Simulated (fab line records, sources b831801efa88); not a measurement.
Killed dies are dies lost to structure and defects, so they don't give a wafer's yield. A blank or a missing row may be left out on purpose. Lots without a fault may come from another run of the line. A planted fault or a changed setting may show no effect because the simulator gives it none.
Which tool did it? | flow gf180mcu | 12 lots, 36 wafers sampled, at 5 steps of a route of 602

WHAT THE GAUGES READ, wafer by wafer
GF_CONTACT_RS_MEAS_25: measures by four-point-probe. Usual: CONTACT_W_RS 0.381 ohm/sq, standard deviation 0.0054.
lot  | measured     | on            | CONTACT_W_RS (ohm/sq)               | flag
L643 | day 16 07:42 | film_metro-04 | 0.382 0.382 0.381                   |
L644 | day 16 08:02 | film_metro-04 | 0.381 0.373 0.378                   |
L646 | day 17 04:18 | film_metro-02 | 0.425 0.384 0.422 0.426 0.383 0.422 | OFF
L648 | day 17 23:44 | film_metro-02 | 0.387 0.377 0.384                   |
L649 | day 18 16:32 | film_metro-02 | 0.385 0.389 0.432 0.385 0.388 0.430 | OFF
L652 | day 19 15:26 | film_metro-03 | 0.376 0.387 0.383                   |
L656 | day 21 02:54 | film_metro-04 | 0.379 0.373 0.372                   |
L657 | day 21 08:50 | film_metro-04 | 0.390 0.381 0.378                   |
L658 | day 21 17:28 | film_metro-04 | 0.380 0.375 0.367                   |
L660 | day 22 07:07 | film_metro-02 | 0.371 0.369 0.386                   |
L664 | day 23 16:32 | film_metro-02 | 0.379 0.382 0.377                   |
L665 | day 24 03:29 | film_metro-04 | 0.384 0.375 0.386                   |

GF_CONTACT_THK_MEAS_26: measures by xrf. Usual: CONTACT_W_THK 297 nm, standard deviation 5.
lot  | measured     | on            | CONTACT_W_THK (nm)      | flag
L643 | day 16 07:49 | film_metro-04 | 294 297 298             |
L644 | day 16 08:09 | film_metro-04 | 296 301 299             |
L646 | day 17 08:37 | film_metro-02 | 269 297 270 269 298 270 | OFF
L648 | day 17 23:51 | film_metro-02 | 295 304 296             |
L649 | day 19 02:40 | film_metro-02 | 299 295 267 297 294 266 |
L652 | day 19 15:32 | film_metro-03 | 299 291 293             |
L656 | day 21 03:01 | film_metro-04 | 297 301 304             |
L657 | day 21 08:58 | film_metro-04 | 290 296 299             |
L658 | day 21 17:34 | film_metro-04 | 296 301 306             |
L660 | day 22 07:14 | film_metro-02 | 309 309 299             |
L664 | day 23 16:38 | film_metro-02 | 297 294 298             |
L665 | day 24 03:35 | film_metro-04 | 292 297 291             |

GF_M1_CD_MEAS_14: target cd 230 nm. Usual: cd_nm 229.9 nm, standard deviation 1.1.
lot  | measured     | on        | cd_nm (nm)        | flag
L643 | day 17 06:46 | cd_sem-01 | 228.9 230.4 228.8 |
L644 | day 17 07:33 | cd_sem-02 | 229.7 230.4 230.4 |
L646 | day 18 04:06 | cd_sem-01 | 229.9 230.0 229.9 |
L648 | day 19 00:19 | cd_sem-02 | 231.4 231.1 231.8 |
L649 | day 19 17:22 | cd_sem-01 | 230.7 229.5 230.2 |
L652 | day 20 16:38 | cd_sem-02 | 230.1 229.2 229.3 |
L656 | day 22 03:01 | cd_sem-01 | 229.8 228.5 230.3 |
L657 | day 22 08:40 | cd_sem-01 | 228.4 228.2 229.3 |
L658 | day 22 17:39 | cd_sem-02 | 230.2 230.1 230.8 |
L660 | day 23 06:55 | cd_sem-02 | 229.1 228.8 228.6 |
L664 | day 24 15:15 | cd_sem-02 | 228.8 229.5 230.1 |
L665 | day 25 02:10 | cd_sem-02 | 229.1 229.6 229.1 |

WHICH TOOL RAN EACH LOT (tool, then ch and the chambers of the sampled wafers, then the start)
lot  | GF_SALICIDE_RTA_06               | GF_CONTACT_CVD_24
L643 | rtp_anneal-01 ch 0, day 15 07:59 | cvd_w-01 ch 1, day 16 07:36
L644 | rtp_anneal-01 ch 0, day 15 08:45 | cvd_w-02 ch 0,1, day 16 07:56
L646 | rtp_anneal-01 ch 0, day 16 03:38 | cvd_w-02 ch 0,1, day 17 04:12
L648 | rtp_anneal-02 ch 0, day 16 22:59 | cvd_w-01 ch 0,1, day 17 23:38
L649 | rtp_anneal-02 ch 0, day 17 15:14 | cvd_w-02 ch 0,1, day 18 16:26
L652 | rtp_anneal-02 ch 0, day 18 12:49 | cvd_w-01 ch 0,1, day 19 15:19
L656 | rtp_anneal-01 ch 0, day 20 01:06 | cvd_w-02 ch 0,1, day 21 02:47
L657 | rtp_anneal-01 ch 0, day 20 07:47 | cvd_w-01 ch 0,1, day 21 08:44
L658 | rtp_anneal-02 ch 0, day 20 15:59 | cvd_w-02 ch 0,1, day 21 17:22
L660 | rtp_anneal-01 ch 0, day 21 05:45 | cvd_w-02 ch 0,1, day 22 07:00
L664 | rtp_anneal-01 ch 0, day 22 16:05 | cvd_w-01 ch 0,1, day 23 16:25
L665 | rtp_anneal-01 ch 0, day 23 02:32 | cvd_w-02 ch 0,1, day 24 03:23
- GF_SALICIDE_RTA_06: time 30 s.
- GF_CONTACT_CVD_24: deposits W, target thk 300 nm, time 90.339 s.

WHAT THE TOOLS THEMSELVES READ (means of the sampled wafers that have a number; where no wafer has one, the mark that the record gives instead)
GF_SALICIDE_RTA_06. Usual: lamp_power_pct 5.7 %, standard deviation 0.49; wafer_temp_C_max 533.1, standard deviation 0.73.
lot  | tool          | lamp_power_pct (%) | wafer_temp_C_max | flag
L643 | rtp_anneal-01 | 5.3                | 532.5            |
L644 | rtp_anneal-01 | 5.3                | 532.9            |
L646 | rtp_anneal-01 | 5.4                | 532.1            |
L648 | rtp_anneal-02 | 6.4                | 534.4            |
L649 | rtp_anneal-02 | 6.4                | 533.0            |
L652 | rtp_anneal-02 | 6.4                | 534.2            |
L656 | rtp_anneal-01 | 5.3                | 532.0            |
L657 | rtp_anneal-01 | 5.3                | 533.2            |
L658 | rtp_anneal-02 | 6.4                | 533.6            |
L660 | rtp_anneal-01 | 5.3                | 532.6            |
L664 | rtp_anneal-01 | 5.3                | 533.1            |
L665 | rtp_anneal-01 | 5.3                | 532.7            |

GF_CONTACT_CVD_24. Usual: heater_power_w 880 W, standard deviation 36.
lot  | tool     | heater_power_w (W) | flag
L643 | cvd_w-01 | 906                |
L644 | cvd_w-02 | 853                |
L646 | cvd_w-02 | 863                |
L648 | cvd_w-01 | 909                |
L649 | cvd_w-02 | 847                |
L652 | cvd_w-01 | 918                |
L656 | cvd_w-02 | 838                |
L657 | cvd_w-01 | 915                |
L658 | cvd_w-02 | 846                |
L660 | cvd_w-02 | 835                |
L664 | cvd_w-01 | 929                |
L665 | cvd_w-02 | 858                |

THE ANSWER, worked out from the rows above alone
Rule: a lot is off if the mean of its wafers that have a number lies more than 3 standard deviations from the usual mean. A lot without any number at a reading at which 4 lots or more have one is off too. The other lots that the step has rows for count as sound. The gauges are gone through in route order, then the tools' own readings, and for those a lot's mean is taken as printed above. The first step at which some lot is off is used, and at that step the reading that is off furthest; a lot without a number counts as furthest.
Off: L646, L649, at GF_CONTACT_RS_MEAS_25 (CONTACT_W_RS).
A tool fits if, at a process step before that reading, it ran every lot that is off, and no sound lot after the first of them. The gauges at GF_CONTACT_RS_MEAS_25 are tried like those tools. None of those tried fits.

WHAT THE SIMULATOR HAD PUT IN
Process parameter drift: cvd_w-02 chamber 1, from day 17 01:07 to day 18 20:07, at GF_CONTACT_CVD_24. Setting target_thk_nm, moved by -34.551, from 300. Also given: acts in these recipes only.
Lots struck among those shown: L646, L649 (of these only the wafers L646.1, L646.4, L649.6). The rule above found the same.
